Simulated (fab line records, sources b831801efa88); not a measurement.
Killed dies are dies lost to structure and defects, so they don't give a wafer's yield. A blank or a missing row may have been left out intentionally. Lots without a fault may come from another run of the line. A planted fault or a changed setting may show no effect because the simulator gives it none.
fab line records	flow sky130
[record] lots = 13	wafers = 39	lastDay = 50
route steps=708 shown FIELD_ISO@14 POLY_GATE@213 RES_PROTECT@214 PAD_OPEN@708
lots untouched by any fault: they come from a run of this same line in which no faults occurred
startH: hours from the record's opening day to when the first of the lot's shown wafers began	waitH: how many hours have passed since the lot's step before this one	" the same as in the row above	L1.1+2: a row that stands for several wafers	- no value present, or no start provided	* or withheld: withheld	< > ~ a bound
route shown NAME@n: NAME is a module with steps in the file, n the number in the route of the first one	usual: mean/standard deviation taken from wafers without a fault	same: alike in all rows	chamber/n: place in a boat	sites: per-site readings	_std_site: the values' standard deviation	_edge_site: mean of outer sites minus mean of inner sites	radiusMm: how far each site lies from the wafer's centre	mask NAME#n: copy n	behind: tool/chamber where the wafer was last shaped	hold: why the lot was held/for how many hours/how that ended	device: which transistor (n, p or np) failed to switch	end of line: the same wafers' tests at the end of the route	a step given without rows: its recipe and nothing more	killed: dies lost to structure and defects at the first sort, not the wafer's yield	map: a wafer's dies, marking killed ones x, the rest . and places with no die _
set.NAME: the setting the step ran with; set.NAME@STEP: the setting that earlier step ran with	model.NAME: the simulator's own value behind a step, which no gauge read
the route's steps for a sample of lots (tables are steps, rows are wafers)
services: a tool's chamber out of use, with start hour (startH, from the record's first day; less than 0 if before it), hours out, and reason
[[steps]]
[step SKY_FIELD_ISO_CD_MEAS_13]
[recipe] targetCdNm = 150
[usual] cdNm = 150.1/1.4
lot.wafer	tool	chamber	startH	waitH	cdNm
L261.2	cdSem-02	-	35.76	-	150.6
L261.4	"	-	"	"	150.8
L261.5	"	-	"	"	149.1
L264.1	cdSem-02	-	50.69	-	152.6
L264.2	"	-	"	"	151.3
L264.3	"	-	"	"	153.2
L265.1	cdSem-01	-	54.34	-	149.6
L265.3	"	-	"	"	149.8
L265.4	"	-	"	"	149.8
L267.1	cdSem-01	-	66.68	-	148.3
L267.2	"	-	"	"	150.6
L267.3	"	-	"	"	151.2
L268.1	cdSem-02	-	71.18	-	150.6
L268.3	"	-	"	"	150.1
L268.6	"	-	"	"	149.9
L270.1	cdSem-02	-	82.64	-	149.4
L270.5	"	-	"	"	150.4
L270.6	"	-	"	"	150.0
L271.1	cdSem-02	-	87.39	-	146.9
L271.4	"	-	"	"	147.4
L271.6	"	-	"	"	146.6
L275.1	cdSem-01	-	106.84	-	149.5
L275.3	"	-	"	"	150.2
L275.6	"	-	"	"	149.6
L277.1	cdSem-01	-	116.33	-	151.2
L277.5	"	-	"	"	150.7
L277.6	"	-	"	"	152.2
L279.1	cdSem-01	-	129.58	-	151.3
L279.5	"	-	"	"	150.6
L279.6	"	-	"	"	150.2
L280.1	cdSem-01	-	135.49	-	149.8
L280.2	"	-	"	"	149.4
L280.4	"	-	"	"	151.2
L282.4	cdSem-02	-	144.35	-	150.0
L282.5	"	-	"	"	149.3
L282.6	"	-	"	"	150.0
L283.4	cdSem-01	-	150.54	-	148.3
L283.5	"	-	"	"	147.4
L283.6	"	-	"	"	149.1
[step SKY_FIELD_ISO_THK_MEAS_23]
[recipe] reads = SiO2_of_FIELD_ISO_OXIDATION_22
[usual] FIELD_ISO_OXIDATION_01_THK = 10.03/0.17
lot.wafer	tool	chamber	startH	waitH	FIELD_ISO_OXIDATION_01_THK[nm]
L261.2	filmMetro-01	-	37.81	0.0	9.86
L261.4	"	-	"	"	9.86
L261.5	"	-	"	"	10.01
L264.1	filmMetro-02	-	53.60	0.0	9.91
L264.2	"	-	"	"	9.98
L264.3	"	-	"	"	9.66
L265.1	filmMetro-04	-	57.57	0.0	9.99
L265.3	"	-	"	"	9.74
L265.4	"	-	"	"	9.92
L267.1	filmMetro-01	-	68.52	0.0	10.37
L267.2	"	-	"	"	10.15
L267.3	"	-	"	"	10.30
L268.1	filmMetro-01	-	74.36	0.0	10.07
L268.3	"	-	"	"	9.95
L268.6	"	-	"	"	10.05
L270.1	filmMetro-01	-	84.50	0.0	9.83
L270.5	"	-	"	"	10.06
L270.6	"	-	"	"	9.94
L271.1	filmMetro-01	-	90.12	0.0	10.10
L271.4	"	-	"	"	10.00
L271.6	"	-	"	"	10.25
L275.1	filmMetro-04	-	110.85	0.0	10.01
L275.3	"	-	"	"	9.97
L275.6	"	-	"	"	10.14
L277.1	filmMetro-02	-	120.16	0.0	9.74
L277.5	"	-	"	"	9.64
L277.6	"	-	"	"	9.63
L279.1	filmMetro-02	-	134.01	0.0	10.27
L279.5	"	-	"	"	10.29
L279.6	"	-	"	"	10.31
L280.1	filmMetro-02	-	138.38	0.0	10.12
L280.2	"	-	"	"	10.05
L280.4	"	-	"	"	10.05
L282.4	filmMetro-01	-	146.75	0.0	9.98
L282.5	"	-	"	"	9.87
L282.6	"	-	"	"	9.94
L283.4	filmMetro-04	-	152.84	0.0	10.07
L283.5	"	-	"	"	10.09
L283.6	"	-	"	"	9.96
[step SKY_POLY_GATE_IMPLANT_02]
[recipe] species = P	energyKev = 30	doseCm2 = 7.7e+15	tiltDeg = 0
[usual] beamOnS = 34.1/2.4	doseIonsCm2 = 7.698e+15/8.1e+12
lot.wafer	tool	chamber	startH	waitH	beamOnS	doseIonsCm2
L261.2	implanter-03	0	349.01	0.1	37.4	7.695e+15
L261.4	"	0	"	"	36.3	7.705e+15
L261.5	"	0	"	"	36.3	7.7e+15
L264.1	implanter-02	0	382.59	0.1	29.6	7.684e+15
L264.2	"	0	"	"	32.0	7.684e+15
L264.3	"	0	"	"	30.4	7.692e+15
L265.1	implanter-03	0	389.89	0.1	35.8	7.693e+15
L265.3	"	0	"	"	35.0	7.717e+15
L265.4	"	0	"	"	36.5	7.703e+15
L267.1	implanter-04	0	402.39	0.1	34.9	7.721e+15
L267.2	"	0	"	"	34.8	7.709e+15
L267.3	"	0	"	"	35.5	7.713e+15
L268.1	implanter-03	0	420.44	0.1	37.3	7.704e+15
L268.3	"	0	"	"	36.4	7.707e+15
L268.6	"	0	"	"	36.9	7.711e+15
L270.1	implanter-04	0	431.29	0.1	35.0	7.7e+15
L270.5	"	0	"	"	34.8	7.7e+15
L270.6	"	0	"	"	34.9	7.687e+15
L271.1	implanter-02	0	439.39	0.1	30.6	7.691e+15
L271.4	"	0	"	"	31.4	7.699e+15
L271.6	"	0	"	"	30.4	7.693e+15
L275.1	implanter-04	0	486.99	0.1	22.8	5.071e+15
L275.3	"	0	"	"	23.0	5.053e+15
L275.6	"	0	"	"	22.8	5.049e+15
L277.1	implanter-04	0	495.64	0.1	23.0	5.05e+15
L277.5	"	0	"	"	23.1	5.051e+15
L277.6	"	0	"	"	23.4	5.062e+15
L279.1	implanter-03	0	512.83	0.1	37.0	7.708e+15
L279.5	"	0	"	"	37.0	7.7e+15
L279.6	"	0	"	"	36.1	7.691e+15
L280.1	implanter-04	0	518.04	0.1	24.1	5.049e+15
L280.2	"	0	"	"	22.5	5.051e+15
L280.4	"	0	"	"	22.3	5.035e+15
L282.4	implanter-03	0	530.41	0.1	36.5	7.708e+15
L282.5	"	0	"	"	37.1	7.693e+15
L282.6	"	0	"	"	37.0	7.689e+15
L283.4	implanter-02	0	539.16	0.1	30.8	7.696e+15
L283.5	"	0	"	"	31.2	7.703e+15
L283.6	"	0	"	"	31.5	7.705e+15
[step SKY_RES_PROTECT_STRIP_07]
[recipe] chemistry = O2/N2	powerW = 1400	pressureMtorr = 1500	platenTempC = withheld	o2FlowSccm = 3000	n2FlowSccm = 300	overashFraction = 0.5
[usual] drypumpMotorCurrentA = 5.7/0.41	oesProductAu = 0.518/0.0045	stripTimeToEndpointS = 23.27/0.042
lot.wafer	tool	chamber	startH	waitH	drypumpMotorCurrentA	oesProductAu	rfHoursCounterH	stripTimeToEndpointS
L261.2	plasmaAsher-01	1	349.13	0.1	5.4	0.520	55	23.33
L261.4	"	0	"	"	5.3	0.514	-	23.30
L261.5	"	0	"	"	5.3	0.525	-	23.30
L264.1	plasmaAsher-04	1	382.74	0.1	6.3	0.520	69	23.22
L264.2	"	0	"	"	6.3	0.516	69	23.21
L264.3	"	1	"	"	6.3	0.509	-	23.23
L265.1	plasmaAsher-04	0	390.04	0.1	6.3	0.519	70	23.28
L265.3	"	0	"	"	6.2	0.512	-	23.33
L265.4	"	1	"	"	6.3	0.518	-	23.30
L267.1	plasmaAsher-01	0	402.54	0.1	5.3	0.512	62	23.27
L267.2	"	1	"	"	5.4	0.525	62	23.28
L267.3	"	1	"	"	5.5	0.519	-	23.22
L268.1	plasmaAsher-01	1	420.59	0.1	5.4	0.516	64	23.30
L268.3	"	1	"	"	5.5	0.516	-	23.28
L268.6	"	0	"	"	5.3	0.519	-	23.27
L270.1	plasmaAsher-01	0	431.44	0.1	5.3	0.511	66	23.29
L270.5	"	1	"	"	5.4	0.512	-	23.33
L270.6	"	0	"	"	5.3	0.521	-	23.33
L271.1	plasmaAsher-01	0	439.54	0.1	5.3	0.515	67	23.29
L271.4	"	1	"	"	5.4	0.520	-	23.30
L271.6	"	1	"	"	5.5	0.515	-	23.30
L275.1	plasmaAsher-02	1	487.14	0.1	5.7	0.540	25	21.61
L275.3	"	0	"	"	5.6	0.542	-	21.61
L275.6	"	0	"	"	5.6	0.542	-	21.58
L277.1	plasmaAsher-04	0	495.79	0.1	6.3	0.542	82	21.55
L277.5	"	0	"	"	6.3	0.537	-	21.55
L277.6	"	1	"	"	6.3	0.543	-	21.57
L279.1	plasmaAsher-02	1	512.98	0.1	5.6	0.520	28	23.32
L279.5	"	0	"	"	5.6	0.512	-	23.27
L279.6	"	1	"	"	5.6	0.512	-	23.28
L280.1	plasmaAsher-02	0	518.19	0.1	5.6	0.531	29	21.53
L280.2	"	1	"	"	5.6	0.543	29	21.50
L280.4	"	0	"	"	5.6	0.537	-	21.56
L282.4	plasmaAsher-01	1	530.52	0.1	5.5	0.514	-	23.20
L282.5	"	0	"	"	5.2	0.516	-	23.20
L282.6	"	1	"	"	5.4	0.515	-	23.22
L283.4	plasmaAsher-01	0	539.27	0.1	5.3	0.513	-	23.40
L283.5	"	1	"	"	5.5	0.517	-	23.32
L283.6	"	0	"	"	5.3	0.528	-	23.36
[step SKY_PAD_OPEN_PROBE_99]
[usual] killed_at_M0_to_M3 = 42/7	killed_at_M4_up = 3.2/1.6	killedAtContacts = 24/5.8	killedAtFrontEnd = 16/4.3	killedAtOther = 0.3/0.62	killedDies = 86/9.5	killedOpen = 46/6.4	killedShort = 39/6.3
[same] grossDies = 492	killedAtBackSide = 0
lot.wafer	tool	chamber	startH	waitH	killed_at_M0_to_M3	killed_at_M4_up	killedAtContacts	killedAtFrontEnd	killedAtOther	killedDies	killedOpen	killedShort
L261.2	prober-01	-	1084.50	0.1	36	3	25	13	1	78	49	29
L261.4	prober-01	-	1084.60	0.2	45	2	27	10	0	84	41	43
L261.5	prober-01	-	1084.65	0.2	34	2	22	26	0	84	44	39
L264.1	prober-02	-	1107.41	0.1	53	5	21	14	1	94	46	47
L264.2	prober-02	-	1107.46	0.1	54	5	20	13	1	93	52	39
L264.3	prober-02	-	1107.51	0.2	39	1	27	18	0	85	38	47
L265.1	prober-02	-	1116.52	0.1	38	4	39	19	0	100	51	49
L265.3	prober-02	-	1116.62	0.2	48	5	24	15	0	92	45	47
L265.4	prober-02	-	1116.67	0.2	37	5	30	15	0	87	54	33
L267.1	prober-01	-	1121.70	0.1	44	5	31	17	0	97	55	42
L267.2	prober-01	-	1121.75	0.1	35	5	20	9	0	69	39	29
L267.3	prober-01	-	1121.80	0.2	34	2	25	12	0	73	41	31
L268.1	prober-01	-	1136.47	0.1	41	4	26	14	0	85	44	41
L268.3	prober-01	-	1136.57	0.2	37	3	29	9	1	79	38	41
L268.6	prober-01	-	1136.72	0.2	43	5	22	18	0	88	55	31
L270.1	prober-02	-	1140.16	0.1	49	2	22	12	0	85	44	41
L270.5	prober-02	-	1140.36	0.2	46	4	19	13	1	83	46	37
L270.6	prober-02	-	1140.41	0.2	52	2	14	17	0	85	48	37
L271.1	prober-01	-	1147.64	0.1	51	4	18	20	0	93	47	46
L271.4	prober-01	-	1147.79	0.2	45	3	24	12	2	86	48	37
L271.6	prober-01	-	1147.89	0.2	54	2	27	20	0	103	58	45
L275.1	prober-01	-	1171.86	0.1	40	3	21	19	1	84	45	39
L275.3	prober-01	-	1171.96	0.2	42	3	33	25	1	104	64	40
L275.6	prober-01	-	1172.11	0.2	51	3	21	15	2	92	49	43
L277.1	prober-01	-	1174.60	0.1	37	3	23	21	0	84	43	41
L277.5	prober-01	-	1174.80	0.2	39	2	29	7	1	78	37	40
L277.6	prober-01	-	1174.85	0.2	46	2	23	11	1	83	53	30
L279.1	prober-01	-	1187.17	0.1	36	6	31	14	0	87	48	39
L279.5	prober-01	-	1187.37	0.2	42	4	25	14	0	85	49	36
L279.6	prober-01	-	1187.42	0.2	39	1	20	23	0	83	49	34
L280.1	prober-02	-	1188.81	0.1	42	2	14	18	1	77	38	39
L280.2	prober-02	-	1188.86	0.1	40	1	23	19	0	83	42	41
L280.4	prober-02	-	1188.96	0.2	48	4	16	17	0	85	51	34
L282.4	prober-02	-	1195.97	0.2	33	4	29	13	0	79	40	38
L282.5	prober-02	-	1196.02	0.2	31	0	17	9	2	59	30	27
L282.6	prober-02	-	1196.07	0.2	35	7	24	20	0	86	43	41
L283.4	prober-01	-	1200.96	0.2	38	5	31	14	0	88	37	51
L283.5	prober-01	-	1201.01	0.2	33	2	25	7	1	68	43	25
L283.6	prober-01	-	1201.06	0.2	31	2	22	12	1	68	39	29
// killed by level:class
L261.2 CONTACT:geometricParticle:open=10 VIA1:geometricParticle:open=7 VIA2:geometricParticle:open=7 LI_CONTACT:geometricParticle:open=6 VIA3:geometricParticle:open=6 FIELD_ISO:geometricParticle:open=5 LI_CONTACT:geometricParticle:short=4 FIELD_ISO:geometricParticle:short=3
L261.4 CONTACT:geometricParticle:short=10 VIA1:geometricParticle:open=10 CONTACT:geometricParticle:open=7 METAL1:geometricParticle:short=7 METAL2:geometricParticle:short=6 LI_CONTACT:geometricParticle:open=5 VIA3:geometricParticle:open=5 VIA2:geometricParticle:open=5
L261.5 VIA1:geometricParticle:open=8 VIA2:geometricParticle:open=8 SPACER:geometricParticle:short=5 LI_CONTACT:geometricParticle:open=5 LOCAL_INTERCONNECT:geometricParticle:short=5 CONTACT:geometricParticle:open=5 POLY_GATE:geometricParticle:short=4 POLY_GATE:geometricParticle:open=4
L264.1 VIA1:geometricParticle:open=13 CONTACT:geometricParticle:open=7 METAL1:geometricParticle:short=7 VIA2:geometricParticle:open=7 VIA3:geometricParticle:short=5 LI_CONTACT:geometricParticle:open=5 METAL2:geometricParticle:short=5 VIA3:geometricParticle:open=5
L264.2 VIA1:geometricParticle:open=14 LI_CONTACT:geometricParticle:open=9 VIA3:geometricParticle:open=8 METAL1:geometricParticle:short=6 METAL2:geometricParticle:short=6 VIA2:geometricParticle:open=6 FIELD_ISO:geometricParticle:open=5 CONTACT:geometricParticle:short=4
L264.3 CONTACT:geometricParticle:short=9 VIA3:geometricParticle:open=8 FIELD_ISO:geometricParticle:short=7 LI_CONTACT:geometricParticle:open=6 CONTACT:geometricParticle:open=6 VIA1:geometricParticle:open=6 POLY_GATE:geometricParticle:short=5 VIA2:geometricParticle:open=5
L265.1 CONTACT:geometricParticle:open=12 LI_CONTACT:geometricParticle:open=9 VIA1:geometricParticle:short=7 VIA1:geometricParticle:open=7 VIA2:geometricParticle:open=7 METAL1:geometricParticle:short=6 LOCAL_INTERCONNECT:geometricParticle:short=6 CONTACT:geometricParticle:short=6
L265.3 VIA1:geometricParticle:open=13 CONTACT:geometricParticle:open=9 VIA1:geometricParticle:short=8 METAL2:geometricParticle:short=7 LI_CONTACT:geometricParticle:open=6 VIA3:geometricParticle:short=5 POLY_GATE:geometricParticle:open=4 METAL4:geometricParticle:short=4
L265.4 CONTACT:geometricParticle:open=12 VIA1:geometricParticle:open=10 POLY_GATE:geometricParticle:open=9 VIA3:geometricParticle:open=7 LI_CONTACT:geometricParticle:open=7 LI_CONTACT:geometricParticle:short=5 CONTACT:geometricParticle:short=5 VIA2:geometricParticle:short=5
L267.1 LOCAL_INTERCONNECT:geometricParticle:short=10 VIA3:geometricParticle:open=9 VIA2:geometricParticle:open=9 CONTACT:geometricParticle:open=8 VIA1:geometricParticle:open=7 POLY_GATE:geometricParticle:open=6 LI_CONTACT:geometricParticle:open=6 CONTACT:geometricParticle:short=5
L267.2 VIA2:geometricParticle:open=12 LI_CONTACT:geometricParticle:open=6 CONTACT:geometricParticle:open=6 METAL4:geometricParticle:short=5 METAL2:geometricParticle:short=4 VIA3:geometricParticle:open=4 POLY_GATE:geometricParticle:open=3 LOCAL_INTERCONNECT:geometricParticle:short=3
L267.3 LI_CONTACT:geometricParticle:open=10 METAL2:geometricParticle:short=7 CONTACT:geometricParticle:open=6 VIA1:geometricParticle:open=6 VIA2:geometricParticle:open=5 POLY_GATE:geometricParticle:open=4 METAL3:geometricParticle:short=4 VIA1:geometricParticle:short=3
L268.1 VIA1:geometricParticle:open=14 CONTACT:geometricParticle:open=8 LI_CONTACT:geometricParticle:open=6 CONTACT:geometricParticle:short=5 LOCAL_INTERCONNECT:geometricParticle:short=5 METAL2:geometricParticle:short=5 POLY_GATE:geometricParticle:open=4 METAL1:geometricParticle:short=4
L268.3 CONTACT:geometricParticle:open=11 VIA1:geometricParticle:open=8 METAL2:geometricParticle:short=8 LOCAL_INTERCONNECT:geometricParticle:short=6 CONTACT:geometricParticle:short=5 METAL1:geometricParticle:short=5 VIA2:geometricParticle:open=5 LI_CONTACT:geometricParticle:open=4
L268.6 VIA1:geometricParticle:open=10 CONTACT:geometricParticle:open=8 LI_CONTACT:geometricParticle:open=6 METAL1:geometricParticle:short=6 VIA2:geometricParticle:open=6 METAL1:geometricParticle:open=5 FIELD_ISO:geometricParticle:open=4 FIELD_ISO:geometricParticle:short=4
L270.1 VIA1:geometricParticle:open=13 LI_CONTACT:geometricParticle:open=10 LOCAL_INTERCONNECT:geometricParticle:short=8 VIA1:geometricParticle:short=6 VIA3:geometricParticle:open=6 VIA2:geometricParticle:open=6 METAL1:geometricParticle:short=5 METAL2:geometricParticle:short=5
L270.5 VIA2:geometricParticle:open=10 METAL1:geometricParticle:short=10 LI_CONTACT:geometricParticle:open=8 VIA1:geometricParticle:open=7 VIA3:geometricParticle:open=7 CONTACT:geometricParticle:open=6 LOCAL_INTERCONNECT:geometricParticle:short=5 POLY_GATE:geometricParticle:open=5
L270.6 METAL1:geometricParticle:short=11 VIA1:geometricParticle:open=10 VIA2:geometricParticle:open=8 VIA3:geometricParticle:open=7 LI_CONTACT:geometricParticle:open=6 METAL2:geometricParticle:short=6 POLY_GATE:geometricParticle:open=4 CONTACT:geometricParticle:open=4
L271.1 CONTACT:geometricParticle:open=9 VIA1:geometricParticle:open=9 VIA3:geometricParticle:open=8 METAL1:geometricParticle:short=7 POLY_GATE:geometricParticle:short=6 METAL2:geometricParticle:short=6 VIA2:geometricParticle:open=6 POLY_GATE:geometricParticle:open=5
L271.4 CONTACT:geometricParticle:open=9 VIA1:geometricParticle:short=8 VIA1:geometricParticle:open=7 VIA2:geometricParticle:open=6 VIA3:geometricParticle:open=6 LI_CONTACT:geometricParticle:open=5 FIELD_ISO:geometricParticle:open=4 LOCAL_INTERCONNECT:geometricParticle:short=4
L271.6 VIA2:geometricParticle:open=10 FIELD_ISO:geometricParticle:open=9 CONTACT:geometricParticle:open=9 VIA3:geometricParticle:open=9 LI_CONTACT:geometricParticle:open=8 METAL2:geometricParticle:short=8 VIA1:geometricParticle:open=8 VIA2:geometricParticle:short=6
L275.1 CONTACT:geometricParticle:open=10 VIA1:geometricParticle:open=7 FIELD_ISO:geometricParticle:short=6 LI_CONTACT:geometricParticle:open=6 VIA2:geometricParticle:open=6 METAL1:geometricParticle:short=6 METAL2:geometricParticle:short=5 POLY_GATE:geometricParticle:short=4
L275.3 VIA1:geometricParticle:open=16 CONTACT:geometricParticle:open=11 LI_CONTACT:geometricParticle:open=10 FIELD_ISO:geometricParticle:short=7 FIELD_ISO:geometricParticle:open=6 LOCAL_INTERCONNECT:geometricParticle:short=6 VIA2:geometricParticle:open=6 POLY_GATE:geometricParticle:open=5
L275.6 CONTACT:geometricParticle:open=12 VIA1:geometricParticle:open=12 VIA1:geometricParticle:short=10 VIA3:geometricParticle:open=6 FIELD_ISO:geometricParticle:short=5 METAL2:geometricParticle:short=5 VIA2:geometricParticle:open=5 VIA2:geometricParticle:short=5
L277.1 FIELD_ISO:geometricParticle:short=8 VIA2:geometricParticle:open=8 LI_CONTACT:geometricParticle:open=7 LOCAL_INTERCONNECT:geometricParticle:short=7 VIA1:geometricParticle:open=7 CONTACT:geometricParticle:open=5 METAL2:geometricParticle:short=5 VIA3:geometricParticle:open=5
L277.5 CONTACT:geometricParticle:open=9 CONTACT:geometricParticle:short=7 LI_CONTACT:geometricParticle:open=6 METAL2:geometricParticle:open=6 METAL2:geometricParticle:short=6 VIA1:geometricParticle:open=5 VIA2:geometricParticle:open=4 LI_CONTACT:geometricParticle:short=4
L277.6 VIA1:geometricParticle:open=14 CONTACT:geometricParticle:open=11 VIA3:geometricParticle:open=7 VIA2:geometricParticle:open=6 FIELD_ISO:geometricParticle:short=5 METAL2:geometricParticle:short=5 LI_CONTACT:geometricParticle:open=4 METAL1:geometricParticle:short=4
L279.1 CONTACT:geometricParticle:open=13 LI_CONTACT:geometricParticle:open=8 VIA1:geometricParticle:open=8 METAL2:geometricParticle:short=5 VIA2:geometricParticle:open=5 FIELD_ISO:geometricParticle:open=4 FIELD_ISO:geometricParticle:short=4 VIA2:geometricParticle:short=4
L279.5 LI_CONTACT:geometricParticle:open=12 VIA1:geometricParticle:open=10 METAL2:geometricParticle:short=7 VIA3:geometricParticle:open=7 CONTACT:geometricParticle:short=5 POLY_GATE:geometricParticle:open=4 CONTACT:geometricParticle:open=4 VIA1:geometricParticle:short=4
L279.6 VIA1:geometricParticle:open=11 FIELD_ISO:geometricParticle:open=9 CONTACT:geometricParticle:open=7 VIA2:geometricParticle:open=6 CONTACT:geometricParticle:short=5 VIA1:geometricParticle:short=5 POLY_GATE:geometricParticle:open=4 LOCAL_INTERCONNECT:geometricParticle:short=4
L280.1 VIA3:geometricParticle:open=8 METAL1:geometricParticle:short=7 FIELD_ISO:geometricParticle:open=6 FIELD_ISO:geometricParticle:short=6 LI_CONTACT:geometricParticle:open=5 CONTACT:geometricParticle:open=5 VIA2:geometricParticle:short=5 METAL3:geometricParticle:short=5
L280.2 LI_CONTACT:geometricParticle:open=11 VIA1:geometricParticle:open=9 FIELD_ISO:geometricParticle:short=7 CONTACT:geometricParticle:open=7 VIA3:geometricParticle:open=7 POLY_GATE:geometricParticle:short=5 METAL3:geometricParticle:short=5 METAL1:geometricParticle:short=5
L280.4 VIA1:geometricParticle:open=11 VIA2:geometricParticle:open=9 LI_CONTACT:geometricParticle:open=7 FIELD_ISO:geometricParticle:short=6 FIELD_ISO:geometricParticle:open=6 CONTACT:geometricParticle:open=6 METAL2:geometricParticle:short=6 VIA3:geometricParticle:open=5
L282.4 VIA2:geometricParticle:open=11 LI_CONTACT:geometricParticle:open=8 LI_CONTACT:geometricParticle:short=6 METAL1:geometricParticle:short=6 LOCAL_INTERCONNECT:geometricParticle:short=5 CONTACT:geometricParticle:short=5 CONTACT:geometricParticle:open=5 VIA1:geometricParticle:open=5
L282.5 VIA1:geometricParticle:open=9 LOCAL_INTERCONNECT:geometricParticle:short=6 CONTACT:geometricParticle:open=5 METAL1:geometricParticle:short=5 VIA2:geometricParticle:open=4 SPACER:geometricParticle:short=3 LI_CONTACT:geometricParticle:open=3 VIA3:geometricParticle:open=3
L282.6 CONTACT:geometricParticle:open=11 VIA1:geometricParticle:open=9 VIA3:geometricParticle:open=7 METAL4:geometricParticle:short=6 FIELD_ISO:geometricParticle:open=5 POLY_GATE:geometricParticle:short=5 METAL1:geometricParticle:short=5 VIA3:geometricParticle:short=5
L283.4 LI_CONTACT:geometricParticle:open=8 CONTACT:geometricParticle:open=8 METAL2:geometricParticle:short=7 METAL1:geometricParticle:short=7 VIA1:geometricParticle:short=7 CONTACT:geometricParticle:short=6 VIA1:geometricParticle:open=6 POLY_GATE:geometricParticle:open=5
L283.5 CONTACT:geometricParticle:open=13 LI_CONTACT:geometricParticle:open=7 VIA3:geometricParticle:open=7 VIA2:geometricParticle:open=5 VIA3:geometricParticle:short=5 VIA1:geometricParticle:open=4 LI_CONTACT:geometricParticle:short=3 VIA1:geometricParticle:short=3
L283.6 CONTACT:geometricParticle:open=11 VIA2:geometricParticle:open=6 LI_CONTACT:geometricParticle:open=5 METAL2:geometricParticle:short=5 METAL3:geometricParticle:short=5 METAL1:geometricParticle:short=4 CONTACT:geometricParticle:short=4 FIELD_ISO:geometricParticle:open=3
[[services]]
tool	chamber	startH	hours	kind
plasmaAsher-01	-	358.36	0.4	repair
plasmaAsher-01	-	358.72	2.8	pm
implanter-04	-	375.59	8.3	repair
plasmaAsher-02	-	431.04	8.5	pm
implanter-03	-	432.95	3.3	pm
implanter-04	-	442.53	3.9	pm
implanter-02	-	473.37	10.7	repair
implanter-03	-	486.16	1.9	repair
plasmaAsher-01	-	498.21	5.3	repair
implanter-02	-	514.47	20.9	pm
[[key]]
[firstSign] step = SKY_POLY_GATE_IMPLANT_02	reading = doseIonsCm2	direction = down	sigmas = 99+	usual = *	struck = *
[effect] step = SKY_POLY_GATE_IMPLANT_02	reading = beamOnS	direction = down	sigmas = 4.6	usual = 34.1	struck = 23.0
[effect] step = SKY_RES_PROTECT_STRIP_07	reading = stripTimeToEndpointS	direction = down	sigmas = 40	usual = *	struck = *
metAt SKY_POLY_GATE_IMPLANT_02
struckLots L275,L277,L280
testerLeftOut L275,L277,L280
notActingAt SKY_FIELD_ISO_CD_MEAS_13,SKY_FIELD_ISO_THK_MEAS_23
onsetBetween 431.29 486.99
[fault] kind = processParameterDrift	tool = implanter-04	chamber = -	onsetH = 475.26	steps = SKY_POLY_GATE_IMPLANT_02	channel = doseCm2	offset = *	shape = step	endH = 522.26	actsIn = *	stated = *
// testerLeftOut: of these lots the tester's yield and bins aren't shown, on N5 and GAA mostly nor the transistor test; their killed dies are dies lost to structure and defects alone, not to doping, threshold or leakage, so they don't give the yield
